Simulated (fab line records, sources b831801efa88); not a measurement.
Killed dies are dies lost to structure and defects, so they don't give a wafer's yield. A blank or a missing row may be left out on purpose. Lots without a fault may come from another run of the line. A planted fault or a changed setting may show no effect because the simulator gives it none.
Chamber matching | flow gf180mcu | GF_M5_ETCH_09 on rie_diel-03: 4 sister chambers
The step etches Si3N4 in CF4/O2, target depth 52 nm, time 11.6 s. 4 wafers are shown with their chamber, then 12 later ones without.

WAFERS WITH THEIR CHAMBER
wafer  | chamber | drypump_motor_current_A (A)
L085.5 | 2       | 5.7
L088.3 | 1       | 6.2
L088.4 | 0       | 6.2
L088.5 | 3       | 4.9

WAFERS WITHOUT THEIR CHAMBER
wafer  | drypump_motor_current_A (A)
L090.4 | 6.1
L090.5 | 6.1
L090.6 | 4.9
L091.2 | 5.7
L091.3 | 4.8
L091.4 | 6.0
L093.1 | 4.9
L093.2 | 5.7
L093.4 | 6.1
L094.2 | 5.7
L094.4 | 6.1
L094.6 | 5.7

WHICH CHAMBER EACH WENT THROUGH
wafer  | from the rows above          | in truth
L090.4 | can't be placed: 0 or 1      | 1
L090.5 | can't be placed: 0 or 1      | 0
L090.6 | 3                            | 3
L091.2 | 2                            | 2
L091.3 | 3                            | 3
L091.4 | can't be placed: 0 or 1 or 2 | 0
L093.1 | 3                            | 3
L093.2 | 2                            | 2
L093.4 | can't be placed: 0 or 1      | 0
L094.2 | 2                            | 2
L094.4 | can't be placed: 0 or 1      | 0
L094.6 | 2                            | 2
Placed correctly: 7 of 12. Can't be placed from these rows: 5 (the true chamber is among the candidates in 5). Placed wrongly: 0.
How it was worked out, from the rows above alone: a wafer's distance from a chamber is the root of the sum, over the readings, of the square of ((its reading less the chamber's mean) divided by the reading's scatter). The wafer belongs to the nearest chamber; if the next one is less than 2 further off, it can't be placed. A chamber's mean is the mean of its shown wafers. The scatter: with one shown wafer a chamber, the root of the mean of the squares of how far each hidden wafer lies from its nearest shown one.
